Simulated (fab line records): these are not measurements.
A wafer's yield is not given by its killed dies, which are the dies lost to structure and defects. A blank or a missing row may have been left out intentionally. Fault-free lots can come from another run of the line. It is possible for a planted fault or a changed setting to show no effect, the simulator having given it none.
Which tool did it?	flow sky130	33 wafers from 11 lots sampled at 5 of the route's 708 steps

WHAT THE GAUGES SHOWED, per wafer
SKY_LDD_HVP_TW_MEAS_10. Usual: for LDD_HVP_TW the level is 458 and the standard deviation is 5.5.
lot	measured	on	LDD_HVP_TW	flag
L615	day 22 18:18	film metro-02	464 461 463	
L618	day 23 08:47	film metro-02	463 462 460	
L621	day 24 12:58	film metro-02	460 464 460	
L623	day 25 02:27	film metro-01	451 449 448	
L624	day 25 08:49	film metro-02	459 460 460	
L625	day 25 19:22	film metro-02	458 459 460	
L628	day 27 08:49	film metro-01	445 447 444	
L629	day 27 09:23	film metro-01	446 446 445	
L630	day 27 18:37	film metro-04	460 462 462	
L637	day 29 23:38	film metro-04	461 461 460	
L638	day 30 09:56	film metro-01	449 450 450	

SKY_SD_N_RS_MEAS_16: a four-point-probe measurement. Usual: for SD_N_RS the level is 68.56 ohm/sq and the standard deviation is 0.11.
lot	measured	on	SD_N_RS (ohm/sq)	flag
L615	day 29 00:51	film metro-02	68.65 68.48 68.48	
L618	day 29 16:23	film metro-02	68.53 68.60 68.67	
L621	day 30 18:30	film metro-02	68.53 68.60 68.73	
L623	day 31 07:07	film metro-03	68.65 68.75 68.40	
L624	day 31 11:16	film metro-04	68.58 68.52 68.60	
L625	day 31 22:18	film metro-04	68.84 68.70 68.66	
L628	day 33 08:06	film metro-02	68.90 68.58 68.74	
L629	day 33 12:02	film metro-03	67.75 67.76 67.71	OFF
L630	day 33 19:37	film metro-04	67.73 67.52 67.63	OFF
L637	day 35 21:25	film metro-03	68.57 68.55 68.63	
L638	day 36 05:41	film metro-04	68.54 68.55 68.60	

TOOL THAT RAN EACH LOT (tool first, then ch and the chambers of the sampled wafers, then the start)
lot	SKY_POLY_CUT_STRIP_12	SKY_SD_N_IMPLANT_09	SKY_SD_N_STRIP_11
L615	plasma asher-04 ch 1, day 25 08:29	implanter-03 ch 0, day 29 00:10	plasma asher-03 ch 0,1, day 29 00:28
L618	plasma asher-04 ch 0,1, day 26 00:44	implanter-02 ch 0, day 29 15:42	plasma asher-04 ch 0,1, day 29 16:00
L621	plasma asher-04 ch 0,1, day 27 03:13	implanter-02 ch 0, day 30 17:49	plasma asher-04 ch 0,1, day 30 18:05
L623	plasma asher-04 ch 0,1, day 27 17:07	implanter-02 ch 0, day 31 06:25	plasma asher-03 ch 0,1, day 31 06:43
L624	plasma asher-02 ch 0,1, day 27 22:08	implanter-02 ch 0, day 31 10:34	plasma asher-01 ch 0,1, day 31 10:51
L625	plasma asher-03 ch 0,1, day 28 09:32	implanter-02 ch 0, day 31 21:37	plasma asher-01 ch 0,1, day 31 21:53
L628	plasma asher-02 ch 0,1, day 29 20:41	implanter-04 ch 0, day 33 07:25	plasma asher-01 ch 1, day 33 07:43
L629	plasma asher-04 ch 0,1, day 29 23:08	implanter-02 ch 0, day 33 11:17	plasma asher-01 ch 0,1, day 33 11:35
L630	plasma asher-04 ch 0,1, day 30 07:20	implanter-02 ch 0, day 33 18:56	plasma asher-04 ch 0,1, day 33 19:14
L637	plasma asher-02 ch 0,1, day 32 11:25	implanter-04 ch 0, day 35 20:44	plasma asher-04 ch 0,1, day 35 21:00
L638	plasma asher-04 ch 0,1, day 32 20:43	implanter-03 ch 0, day 36 05:00	plasma asher-01 ch 0,1, day 36 05:18
- SKY_POLY_CUT_STRIP_12: strips in O2/N2.
- SKY_SD_N_IMPLANT_09
- SKY_SD_N_STRIP_11: strips in O2/N2.

AS READ BY THE TOOLS THEMSELVES (means over the sampled wafers that have a number; for cases with no such wafer, the mark the record gives instead)
SKY_POLY_CUT_STRIP_12. Usual: drypump motor current A 5.59 A, standard deviation 0.3; oes product au 0.453 a.u., standard deviation 0.0046; strip time to endpoint s 5.360 s, standard deviation 0.023.
lot	tool	drypump motor current A (A)	oes product au (a.u.)	strip time to endpoint s (s)	flag
L615	plasma asher-04	5.64	0.452	5.364	
L618	plasma asher-04	5.61	0.455	5.377	
L621	plasma asher-04	5.56	0.453	5.375	
L623	plasma asher-04	5.59	0.456	5.392	
L624	plasma asher-02	5.41	0.454	5.341	
L625	plasma asher-03	5.70	0.452	5.348	
L628	plasma asher-02	5.47	0.452	5.335	
L629	plasma asher-04	5.59	0.451	5.360	
L630	plasma asher-04	5.57	0.448	5.374	
L637	plasma asher-02	5.42	0.454	5.357	
L638	plasma asher-04	5.59	0.445	5.352	

SKY_SD_N_IMPLANT_09. Usual: 50.001 for beam energy keV, sd 0.019.
lot	tool	beam energy keV	flag
L615	implanter-03	49.984	
L618	implanter-02	49.983	
L621	implanter-02	49.999	
L623	implanter-02	50.014	
L624	implanter-02	49.997	
L625	implanter-02	49.991	
L628	implanter-04	50.050	
L629	implanter-02	51.294	OFF
L630	implanter-02	51.262	OFF
L637	implanter-04	50.017	
L638	implanter-03	50.003	

SKY_SD_N_STRIP_11. Usual: drypump motor current A 6.0 A, standard deviation 0.47; oes product au 0.527 a.u., standard deviation 0.0046; strip time to endpoint s 22.55 s, standard deviation 0.038.
lot	tool	drypump motor current A (A)	oes product au (a.u.)	strip time to endpoint s (s)	flag
L615	plasma asher-03	6.0	0.525	22.55	
L618	plasma asher-04	5.5	0.529	22.56	
L621	plasma asher-04	5.5	0.527	22.60	
L623	plasma asher-03	5.7	0.531	22.57	
L624	plasma asher-01	6.5	0.526	22.56	
L625	plasma asher-01	6.4	0.530	22.54	
L628	plasma asher-01	6.5	0.529	22.58	
L629	plasma asher-01	6.4	0.525	22.66	
L630	plasma asher-04	5.5	0.520	22.76	OFF
L637	plasma asher-04	5.5	0.524	22.54	
L638	plasma asher-01	6.4	0.526	22.55	

THE ANSWER, worked out from the rows above alone
Rule: a lot counts as off when the mean over its wafers that have a number is more than 3 standard deviations away from the usual mean. A lot without any number at a reading at which 4 lots or more have one is off too. The other lots that the step has rows for count as sound. Order of review: gauges by route order, followed by the tools' own readings, for which a lot's mean as printed above is used. The first step at which some lot is off is used, and at that step the reading that is off furthest; a lot without a number counts as furthest.
Off: L629, L630, seen at SKY_SD_N_RS_MEAS_16 (SD_N_RS).
A tool fits if, at a process step before that reading, it ran every lot that is off, and no sound lot after the first of them. The gauges at SKY_SD_N_RS_MEAS_16 aren't tried: what is off there is off at SKY_SD_N_IMPLANT_09 too, on other tools, and a gauge's error can't cause that. One candidate fits, namely implanter-02 at SKY_SD_N_IMPLANT_09. A fault onset in the window from L625 (day 31 21:37, its last sound lot) to L629 (day 33 11:17, its first lot off) fits.
On the lots that are off, the tool's own readings at SKY_SD_N_IMPLANT_09 differ by more than 5 times the standard deviation of the sound lots' means, which bears it out; beam energy keV reads 51.278 there versus 50.004 on the sound lots.

WHAT HAD BEEN PUT IN BY THE SIMULATOR
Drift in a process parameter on implanter-02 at SKY_SD_N_IMPLANT_09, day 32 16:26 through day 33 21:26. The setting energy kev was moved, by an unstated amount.
Lots struck among those shown: L629, L630. The same result came from the rule above.
